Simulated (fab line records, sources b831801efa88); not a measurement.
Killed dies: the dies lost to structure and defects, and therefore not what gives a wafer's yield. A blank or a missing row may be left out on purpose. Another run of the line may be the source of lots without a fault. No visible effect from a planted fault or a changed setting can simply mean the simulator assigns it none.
Problem report in the 8D (eight disciplines) form, filled by code | flow gf180mcu | the parts of the form that need people (team, actions taken, sign-off) are left out

1. WHAT IS WRONG
Mean of developer-temp-C at GF_M1_DEVELOP_13: 20.16 C across 6 wafers in 2 lots; on wafers with no fault it is 20.99 C (standard deviation 0.095). Measured from the usual mean, that is -8.7 standard deviations.
The step: develop time 60 s.
The first sign was on wafer L189.1 at day 21 08:06, on litho-track-02. At this step, 39 wafers from 13 lots have a number in the record. Rule for "out", or "out of limits": more than 4 standard deviations from the usual mean. The rest of the wafers with a number are treated as sound.

2. WHAT IT IS, AND WHAT IT ISN'T
question                    | is                     | is not
which readings at this step | developer-temp-C       | -
which lots                  | L189, L190             | L178, L179, L181, L184, L185, L188, L194, L196, L197, L200, L201
which wafers of those lots  | all that have a number | -
read on which tools         | litho-track-02         | litho-track-03, litho-track-04
when                        | from day 21 08:06      | up to then (18 sound wafers); but 15 sound wafers of L194, L196, L197, L200, L201 came after

3. WHAT RULES OUT EACH SUSPECT
Counting: a tool stays on the suspect list if, at a process step up to the reading, it processed all lots that are out and no sound lot following the first of them.
- litho-track-02 at GF_M1_DEVELOP_13 (develop time 60 s): kept. Every lot that is out went through it, starting with L189 (day 21 08:06), and after that it ran no sound lot; the last sound lot it ran before then is L184 (day 19 09:39). On those wafers its own readings are out: developer-temp-C.
The count leaves litho-track-02 at GF_M1_DEVELOP_13.

4. THE CAUSE (what the simulator had put in)
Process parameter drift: litho-track-02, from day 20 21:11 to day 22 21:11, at GF_M1_DEVELOP_13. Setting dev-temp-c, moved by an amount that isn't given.
The count eliminated every tool but this one.

5. THE CHAIN OF EFFECTS, in route order
One row per reading whose mean, taken over the struck wafers that have a number, lies over 3 standard deviations from the usual. Scope: only readings with a usual standard deviation given in the record; hours: median across lots of the time from each lot's start at the first step in this table that gives one to its start at this step; sigmas: change in usual standard deviations.
hours | step             | reading          | usual   | on struck wafers | change | sigmas
0     | GF_M1_DEVELOP_13 | developer-temp-C | 20.99 C | 20.16            | -0.83  | -8.7
Its process steps:
- GF_M1_DEVELOP_13: develop time 60 s.
At these later measuring or inspecting steps, every struck wafer for which the step has a row has a number for every such reading, and none has moved that far: GF_M2_OVL_MEAS_15.

6. HOW IT WOULD HAVE BEEN CAUGHT EARLIER
First out-of-limits reading in this record: day 21 08:06, which is 11 hours after fault onset at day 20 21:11.
